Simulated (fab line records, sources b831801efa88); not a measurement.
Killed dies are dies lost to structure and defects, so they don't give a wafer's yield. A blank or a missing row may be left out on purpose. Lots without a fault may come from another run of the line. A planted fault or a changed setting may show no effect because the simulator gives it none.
fab line records | flow gf180mcu
record lots=13 wafers=39 last_day=34
route steps=602 shown HV_LDD@183
lots that met no fault: from a run of the same line without faults
start_h: hours from the record's first day to the start of the lot's first wafer shown | wait_h: hours since the lot's step before | " the same as in the row above | L1.1+2: a row that stands for several wafers | - no value, or no start given | * or withheld: withheld | < > ~ a bound
route shown NAME@n: a module of which the file shows steps, and the number in the route of the first | usual: mean/standard deviation of fault-free wafers | same: alike in all rows | chamber/n: place in a boat | sites: the reading at each site | _std_site: their standard deviation | _edge_site: outer sites' mean less inner sites' | radius_mm: how far each site lies from the wafer's centre | mask NAME#n: copy n | behind: the tool/chamber that last shaped the wafer | hold: why the lot was held/for how many hours/how that ended | device: the transistor (n, p or np) that didn't switch | end of line: the same wafers' tests at the end of the route | a step without rows: its recipe alone | killed: dies lost to structure and defects at the first sort, not the wafer's yield | map: a wafer's dies, x killed, . not, _ none there
set.NAME: the setting as run; set.NAME@STEP: as run at that earlier step | model.NAME: the simulator's own value behind a step, which no gauge read
steps of the route over a sample of lots; a table a step, a row a wafer
services: from which hour (start_h, from the record's first day; less than 0 if before it) a tool's chamber was out of use, for how many hours, and why
## steps
# step GF_HV_LDD_CD_MEAS_07
# recipe target_cd_nm=400
# usual cd_nm=400.2/2.4
# columns lot.wafer tool chamber start_h wait_h cd_nm
L502.1 cd_sem-01 - 217.99 0.1 401.6
L502.4 " - " " 400.0
L502.6 " - " " 400.4
L503.1 cd_sem-01 - 222.17 0.1 399.3
L503.3 " - " " 400.7
L503.5 " - " " 401.3
L504.1 cd_sem-01 - 231.13 0.1 395.5
L504.4 " - " " 395.8
L504.6 " - " " 397.6
L506.3 cd_sem-01 - 243.58 0.1 401.4
L506.4 " - " " 401.2
L506.5 " - " " 401.6
L511.1 cd_sem-02 - 279.87 0.1 401.2
L511.4 " - " " 400.1
L511.6 " - " " 398.4
L512.1 cd_sem-01 - 290.39 0.1 396.5
L512.2 " - " " 398.7
L512.6 " - " " 397.7
L514.1 cd_sem-01 - 302.52 0.1 396.9
L514.4 " - " " 397.4
L514.6 " - " " 396.8
L519.2 cd_sem-01 - 341.36 0.1 394.6
L519.4 " - " " 394.0
L519.5 " - " " 394.2
L522.1 cd_sem-02 - 364.27 0.1 400.4
L522.2 " - " " 401.2
L522.3 " - " " 402.6
L521.1 cd_sem-01 - 364.57 0.1 403.6
L521.2 " - " " 402.5
L521.6 " - " " 403.4
L523.1 cd_sem-01 - 372.39 0.1 402.1
L523.4 " - " " 400.6
L523.6 " - " " 401.0
L524.1 cd_sem-02 - 381.87 0.1 400.5
L524.2 " - " " 398.8
L524.3 " - " " 402.1
L525.1 cd_sem-02 - 386.22 0.1 402.3
L525.3 " - " " 401.5
L525.4 " - " " 403.7
# step GF_HV_LDD_STRIP_22
# recipe chemistry=O2/N2 power_w=1400 pressure_mtorr=1500 platen_temp_c=250 o2_flow_sccm=3000 n2_flow_sccm=300 overash_fraction=0.5
# usual drypump_motor_current_A=5.9/0.42 heater_power_w=353/36 oes_product_au=0.716/0.0047 strip_time_to_endpoint_s=12.62/0.037
# columns lot.wafer tool chamber start_h wait_h drypump_motor_current_A heater_power_w oes_product_au rf_hours_counter_h strip_time_to_endpoint_s
L502.1 plasma_asher-03 0 235.85 0.1 5.5 313 0.717 48 12.59
L502.4 " 1 " " 5.5 318 0.717 - 12.65
L502.6 " 0 " " 5.5 308 0.716 - 12.63
L503.1 plasma_asher-01 1 241.68 0.1 6.2 337 0.713 14 12.62
L503.3 " 0 " " 6.6 336 0.712 - 12.62
L503.5 " 1 " " 6.2 340 0.710 - 12.62
L504.1 plasma_asher-02 0 250.15 0.1 5.6 394 0.714 61 12.68
L504.4 " 1 " " 5.8 408 0.727 - 12.62
L504.6 " 0 " " 5.6 399 0.712 - 12.61
L506.3 plasma_asher-01 1 262.58 0.1 6.2 345 0.715 - 12.62
L506.4 " 0 " " 6.6 327 0.715 - 12.65
L506.5 " 0 " " 6.6 330 0.721 - 12.66
L511.1 plasma_asher-01 0 299.69 0.1 6.6 332 0.716 20 12.62
L511.4 " 0 " " 6.6 334 0.716 - 12.60
L511.6 " 0 " " 6.6 339 0.713 - 12.60
L512.1 plasma_asher-01 1 310.73 0.1 6.2 337 0.719 22 12.56
L512.2 " 0 " " 6.6 328 0.710 22 12.59
L512.6 " 0 " " 6.6 331 0.711 - 12.57
L514.1 plasma_asher-03 1 323.39 0.1 5.5 320 0.721 57 12.66
L514.4 " 1 " " 5.5 321 0.721 - 12.67
L514.6 " 0 " " 5.5 310 0.718 - 12.64
L519.2 plasma_asher-02 0 363.84 0.1 5.6 392 0.713 71 12.58
L519.4 " 0 " " 5.6 397 0.716 - 12.56
L519.5 " 1 " " 5.8 400 0.718 - 12.59
L522.1 plasma_asher-03 0 388.09 0.1 5.5 309 0.721 64 12.62
L522.2 " 1 " " 5.5 326 0.718 64 12.61
L522.3 " 1 " " 5.5 313 0.719 - 12.61
L521.1 plasma_asher-01 0 388.33 0.1 6.6 329 0.712 30 12.63
L521.2 " 1 " " 6.2 347 0.707 30 12.59
L521.6 " 1 " " 6.2 340 0.722 - 12.61
L523.1 plasma_asher-01 0 395.53 0.1 6.6 335 0.716 30 12.59
L523.4 " 0 " " 6.6 341 0.718 - 12.61
L523.6 " 0 " " 6.6 337 0.719 - 12.59
L524.1 plasma_asher-02 1 405.23 0.1 5.8 417 0.721 75 12.59
L524.2 " 0 " " 5.6 396 0.714 75 12.56
L524.3 " 0 " " 5.6 388 0.718 - 12.56
L525.1 plasma_asher-03 1 409.89 0.1 5.5 317 0.714 66 12.56
L525.3 " 1 " " 5.5 322 0.710 - 12.58
L525.4 " 0 " " 5.5 309 0.723 - 12.58
# step GF_HV_LDD_CD_MEAS_46
# recipe target_cd_nm=400
# usual cd_nm=398.9/2.2
# columns lot.wafer tool chamber start_h wait_h cd_nm
L502.1 cd_sem-02 - 274.47 0.1 400.1
L502.4 " - " " 398.3
L502.6 " - " " 400.2
L503.1 cd_sem-01 - 286.59 0.1 402.9
L503.3 " - " " 401.7
L503.5 " - " " 404.1
L504.1 cd_sem-02 - 289.38 0.1 400.4
L504.4 " - " " 399.6
L504.6 " - " " 400.4
L506.3 cd_sem-01 - 307.92 0.1 397.0
L506.4 " - " " 396.8
L506.5 " - " " 395.9
L511.1 cd_sem-02 - 341.73 0.1 399.3
L511.4 " - " " 396.1
L511.6 " - " " 400.7
L512.1 cd_sem-01 - 353.59 0.1 399.7
L512.2 " - " " 399.0
L512.6 " - " " 399.3
L514.1 cd_sem-02 - 366.19 0.1 400.8
L514.4 " - " " 398.6
L514.6 " - " " 403.6
L519.2 cd_sem-02 - 410.49 0.1 402.1
L519.4 " - " " 400.2
L519.5 " - " " 399.7
L522.1 cd_sem-01 - 435.39 0.1 396.3
L522.2 " - " " 395.1
L522.3 " - " " 395.6
L521.1 cd_sem-01 - 435.69 0.1 400.0
L521.2 " - " " 399.3
L521.6 " - " " 399.2
L523.1 cd_sem-02 - 443.22 0.1 395.4
L523.4 " - " " 395.9
L523.6 " - " " 395.3
L524.1 cd_sem-02 - 454.82 0.1 398.7
L524.2 " - " " 402.1
L524.3 " - " " 397.8
L525.1 cd_sem-01 - 459.07 0.1 397.4
L525.3 " - " " 396.7
L525.4 " - " " 399.3
# step GF_HV_LDD_IMPLANT_48
# recipe species=B energy_kev=25 dose_cm2=3e+13 tilt_deg=7
# usual dose_ions_cm2=3e+13/3.6e+10 faraday_current_uA=169/3.4
# columns lot.wafer tool chamber start_h wait_h dose_ions_cm2 faraday_current_uA
L502.1 implanter-02 0 274.63 0.0 2.998e+13 166
L502.4 " 0 " " 2.999e+13 169
L502.6 " 0 " " 2.997e+13 170
L503.1 implanter-01 0 286.74 0.0 3.002e+13 169
L503.3 " 0 " " 2.991e+13 168
L503.5 " 0 " " 2.996e+13 171
L504.1 implanter-03 0 289.53 0.0 3.006e+13 172
L504.4 " 0 " " 3.004e+13 167
L504.6 " 0 " " 3.003e+13 173
L506.3 implanter-01 0 308.08 0.1 3.002e+13 169
L506.4 " 0 " " 2.999e+13 171
L506.5 " 0 " " 3.001e+13 162
L511.1 implanter-03 0 341.88 0.0 2.998e+13 167
L511.4 " 0 " " 3.001e+13 173
L511.6 " 0 " " 3.001e+13 167
L512.1 implanter-03 0 353.74 0.0 1.257e+13 69
L512.2 " 0 " " 1.258e+13 73
L512.6 " 0 " " 1.253e+13 72
L514.1 implanter-03 0 366.34 0.0 1.256e+13 71
L514.4 " 0 " " 1.259e+13 67
L514.6 " 0 " " 1.258e+13 72
L519.2 implanter-01 0 410.66 0.0 2.994e+13 170
L519.4 " 0 " " 2.997e+13 168
L519.5 " 0 " " 2.997e+13 174
L522.1 implanter-02 0 435.55 0.0 3.001e+13 164
L522.2 " 0 " " 2.996e+13 166
L522.3 " 0 " " 2.998e+13 165
L521.1 implanter-01 0 435.84 0.0 3e+13 161
L521.2 " 0 " " 2.998e+13 172
L521.6 " 0 " " 3.002e+13 169
L523.1 implanter-02 0 443.38 0.0 3e+13 168
L523.4 " 0 " " 3e+13 167
L523.6 " 0 " " 3.006e+13 173
L524.1 implanter-02 0 454.98 0.0 3.004e+13 177
L524.2 " 0 " " 3.001e+13 167
L524.3 " 0 " " 3.002e+13 166
L525.1 implanter-02 0 459.23 0.0 3.005e+13 172
L525.3 " 0 " " 2.997e+13 167
L525.4 " 0 " " 3.005e+13 164
# step GF_HV_LDD_TW_MEAS_50
# usual HV_LDD_4_TW=564/5.9
# columns lot.wafer tool chamber start_h wait_h HV_LDD_4_TW
L502.1 film_metro-04 - 274.88 0.1 566
L502.4 " - " " 565
L502.6 " - " " 564
L503.1 film_metro-01 - 286.99 0.1 559
L503.3 " - " " 558
L503.5 " - " " 557
L504.1 film_metro-01 - 289.78 0.1 559
L504.4 " - " " 557
L504.6 " - " " 558
L506.3 film_metro-04 - 308.30 0.1 563
L506.4 " - " " 568
L506.5 " - " " 563
L511.1 film_metro-04 - 342.13 0.1 559
L511.4 " - " " 558
L511.6 " - " " 558
L512.1 film_metro-01 - 353.99 0.1 431
L512.2 " - " " 431
L512.6 " - " " 430
L514.1 film_metro-01 - 366.59 0.1 428
L514.4 " - " " 430
L514.6 " - " " 428
L519.2 film_metro-04 - 410.89 0.1 559
L519.4 " - " " 559
L519.5 " - " " 557
L522.1 film_metro-03 - 435.80 0.1 573
L522.2 " - " " 573
L522.3 " - " " 574
L521.1 film_metro-04 - 436.09 0.1 562
L521.2 " - " " 558
L521.6 " - " " 561
L523.1 film_metro-04 - 443.63 0.1 562
L523.4 " - " " 560
L523.6 " - " " 561
L524.1 film_metro-01 - 455.23 0.1 560
L524.2 " - " " 558
L524.3 " - " " 558
L525.1 film_metro-01 - 459.48 0.1 564
L525.3 " - " " 561
L525.4 " - " " 561
## services
# columns tool chamber start_h hours kind
implanter-01 - 220.30 3.4 pm
implanter-02 - 246.04 3.7 pm
plasma_asher-03 - 257.08 0.8 repair
implanter-02 - 265.67 2.0 repair
implanter-02 - 282.11 26.1 repair
plasma_asher-02 - 293.05 14.6 pm
implanter-01 - 314.71 4.8 pm
implanter-01 - 321.92 1.0 repair
plasma_asher-01 - 326.38 4.5 repair
implanter-03 - 347.98 2.8 pm
implanter-01 - 355.24 1.8 repair
implanter-01 - 370.01 1.4 repair
implanter-03 - 410.49 2.0 repair
implanter-01 - 446.92 1.1 repair
## key
first_sign step=GF_HV_LDD_IMPLANT_48 reading=dose_ions_cm2 direction=down sigmas=99+ usual=3e+13 struck=1.257e+13
effect step=GF_HV_LDD_IMPLANT_48 reading=faraday_current_uA direction=down sigmas=29 usual=169 struck=71
effect step=GF_HV_LDD_TW_MEAS_50 reading=HV_LDD_4_TW direction=down sigmas=23 usual=564 struck=430
met_at GF_HV_LDD_IMPLANT_48
struck_lots L512,L514
tester_left_out L512,L514
not_acting_at GF_HV_LDD_CD_MEAS_07,GF_HV_LDD_STRIP_22,GF_HV_LDD_CD_MEAS_46
onset_between 341.88 353.74
fault kind=process_parameter_drift tool=implanter-03 chamber=- onset_h=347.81 steps=GF_HV_LDD_IMPLANT_48 channel=dose_cm2 offset=-1.7424e+13 shape=step end_h=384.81 acts_in=these_recipes_only stated=3e+13
# tester_left_out: of these lots the tester's yield and bins aren't shown, on N5 and GAA mostly nor the transistor test; their killed dies are dies lost to structure and defects alone, not to doping, threshold or leakage, so they don't give the yield
